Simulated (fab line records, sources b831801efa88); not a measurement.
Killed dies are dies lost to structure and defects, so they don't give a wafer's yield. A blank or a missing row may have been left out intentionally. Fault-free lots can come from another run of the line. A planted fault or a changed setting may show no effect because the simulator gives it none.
Which tool is to blame? + flow sky130 + Sampling: 6 lots, 18 wafers, 3 of 708 route steps

== WHAT THE GAUGES SHOWED, per wafer ==
SKY_SD_N_RS_MEAS_16: measurement is done with a four-point probe.
| lot  | measured     | on           | SD_N_RS (ohm/sq)  |
|------|--------------|--------------|-------------------|
| L234 | day 29 17:10 | filmMetro-04 | 68.57 68.55 68.47 |
| L235 | day 30 06:37 | filmMetro-03 | 68.69 68.69 68.73 |
| L243 | day 32 08:20 | filmMetro-03 | 68.44 68.46 68.24 |
| L240 | day 32 12:31 | filmMetro-03 | 68.57 68.55 68.41 |
| L244 | day 33 03:44 | filmMetro-02 | 65.80 65.84 65.97 |
| L249 | day 34 07:35 | filmMetro-03 | 65.86 65.99 65.75 |

== TOOL THAT RAN EACH LOT (tool first, then ch and the chambers of the sampled wafers, then the start) ==
| lot  | SKY_SD_N_IMPLANT_10             | SKY_SD_N_STRIP_11                   |
|------|---------------------------------|-------------------------------------|
| L234 | implanter-02 ch 0, day 29 16:34 | plasmaAsher-04 ch 0,1, day 29 16:43 |
| L235 | implanter-02 ch 0, day 30 06:02 | plasmaAsher-01 ch 0,1, day 30 06:11 |
| L243 | implanter-02 ch 0, day 32 07:49 | plasmaAsher-01 ch 0, day 32 07:56   |
| L240 | implanter-04 ch 0, day 32 11:59 | plasmaAsher-01 ch 0,1, day 32 12:08 |
| L244 | implanter-04 ch 0, day 33 02:52 | plasmaAsher-02 ch 0,1, day 33 03:20 |
| L249 | implanter-03 ch 0, day 34 06:44 | plasmaAsher-04 ch 0,1, day 34 07:12 |
- SKY_SD_N_IMPLANT_10
- SKY_SD_N_STRIP_11: strips in O2/N2.

== THE ANSWER, worked out from the rows above alone ==
Rule: usual is defined by the lots themselves. The widest of any qualifying gaps counts: lots, ordered by their means at a reading, are off when they make up no more than a third of the lots, leave a main group of 4 or more, and stand apart from it by 3 or more times the standard deviation of that group's means. A main group is skipped when, at the precision printed for the reading in the tables above, its means are all equal. Also off: a lot with no number at a reading for which 4 or more lots have one. The other lots that the step has rows for count as sound.
Off: at SKY_SD_N_RS_MEAS_16 (SD_N_RS), L244, L249. The main group: mean 68.53 ohm/sq, standard deviation 0.12.
If a tool, at a process step before that reading, ran all the lots that are off and no sound lot after the first of them, it fits. Gauges at SKY_SD_N_RS_MEAS_16: tried the same way as those tools. No candidate that was tried fits.

== WHAT THE SIMULATOR HAD PUT IN ==
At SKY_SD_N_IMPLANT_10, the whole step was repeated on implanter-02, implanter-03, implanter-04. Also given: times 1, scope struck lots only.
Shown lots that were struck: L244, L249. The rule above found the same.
